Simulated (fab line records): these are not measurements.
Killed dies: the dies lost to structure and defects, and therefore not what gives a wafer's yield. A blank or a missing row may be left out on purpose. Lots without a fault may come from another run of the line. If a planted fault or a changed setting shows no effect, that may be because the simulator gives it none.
Comparing a struck lot with a sound one / flow gf180mcu / 17 out of 602 route steps
Sound: the wafers L804.1, L804.2, L804.4. Wafers struck: L816.1, L816.3, L816.5. The cause is given at the end.
For every step that has rows: the tool of each side, followed by ch and its chambers, followed by its first start. Under that, the readings that differ: sound wafers / struck wafers / difference of the means / sigmas: that difference in standard deviations of wafers without a fault.
alike: same words and numbers on both sides, and readings whose means sit less than 2 such deviations apart. not compared: any withheld reading, any reading some wafer has no value for, any bound like >300 that may hide the same value, and any number with overlapping values for which the record gives no deviation.
The two part at a step that has a row with sigmas, a row that says differs or no value, or rows on one side only. Non-overlapping numbers with no deviation appear without sigmas and do not part them. Lack of a reading on every wafer of one side parts them only where that side has two or more wafers.

first, 3 steps without rows for these wafers: GF_V3_EXPOSE_11 (exposes mask Via3, target cd 260 nm); GF_V3_PEB_12 (peb time 90 s); GF_V3_DEVELOP_13 (develop time 60 s).
GF_V3_CD_MEAS_14: target cd 260 nm.
  sound on cd sem-02 at day 22 21:23; struck on cd sem-02 at day 27 05:44
  alike: cd nm
GF_V3_OVL_MEAS_15:
  sound on overlay-02 at day 22 21:30; struck on overlay-01 at day 27 05:51
  alike: V3_OVL
GF_V3_ETCH_16: etches BARC in N2/H2.
  sound on rie diel-01 ch 0,1,3, day 22 21:32; struck on rie diel-04 ch 0,1,2, day 27 05:53
  alike: drypump motor current A, n2 flow sccm, oes product au, throttle valve pct
GF_V3_ETCH_17: etches SiO2 in C4F8/O2/Ar, stops on TiN, target depth 635 nm.
  sound on rie diel-01 ch 0,1,3; struck on rie diel-04 ch 0,1,2
  alike: oes product au
then, 3 steps without rows for these wafers: GF_V3_STRIP_18 (strips in O2/N2); GF_V3_STRIP_19 (strips in post etch residue remover, time 1200 s); GF_V3_CLEAN_20 (cleans in DIW).
GF_V3_SPUTTER_21: material Ti, target thk 15 nm, time 80.02 s.
  sound on pvd sputter-01 at day 22 22:12; struck on pvd sputter-02 at day 27 06:35
  alike: cathode dc power W, throttle valve pct
GF_V3_SPUTTER_22: material TiN, target thk 10 nm, time 40 s.
  sound on pvd sputter-01 at day 22 22:16; struck on pvd sputter-02 at day 27 06:38
  alike: cathode dc power W, throttle valve pct
GF_V3_CVD_23: deposits W, target thk 350 nm, time 104.9 s.
  sound on cvd w-02 ch 0,1, day 22 22:18; struck on cvd w-02 ch 0, day 27 06:41
reading=model.W_of_V3_CVD_23.thk nm (nm); sound=351.9 358.2 350.8; struck=536 538.3 542; difference=+185; sigmas=
  alike: heater power w
GF_V3_RS_MEAS_24: uses a four-point probe to measure.
  sound on film metro-02 at day 22 22:25; struck on film metro-02 at day 27 06:55
reading=V3_W_RS (ohm/sq); sound=0.326 0.320 0.327; struck=0.213 0.212 0.211; difference=-0.112; sigmas=-29
GF_V3_THK_MEAS_25: measures by xrf.
  sound on film metro-02 at day 22 22:32; struck on film metro-02 at day 27 07:02
reading=V3_W_THK (nm); sound=364 371 363; struck=- - -; difference=no value on the struck wafers; sigmas=
GF_V3_CMP_26: polishes, stops on SiO2, t overpolish 15 s, target thk 0 nm.
  sound on cmp-01 ch 0,2,3, day 22 22:35; struck on cmp-01 ch 1,2, day 27 07:05
reading=time to endpoint s (s); sound=91 84 84; struck=123 126 125; difference=+38; sigmas=+8
  alike: motor current A, platen rpm
GF_M4_SPUTTER_00: material Ti, target thk 37.5 nm, time 150 s.
  sound on pvd sputter-02 at day 22 22:53; struck on pvd sputter-03 at day 27 07:23
  alike: cathode dc power W, throttle valve pct

## WHERE THEY PART
Last at GF_V3_CMP_26 as far as this record goes, first at GF_V3_RS_MEAS_24. Later steps at which nothing parts them and some readings are alike: GF_M4_SPUTTER_00.

WHY: whatever the simulator had introduced
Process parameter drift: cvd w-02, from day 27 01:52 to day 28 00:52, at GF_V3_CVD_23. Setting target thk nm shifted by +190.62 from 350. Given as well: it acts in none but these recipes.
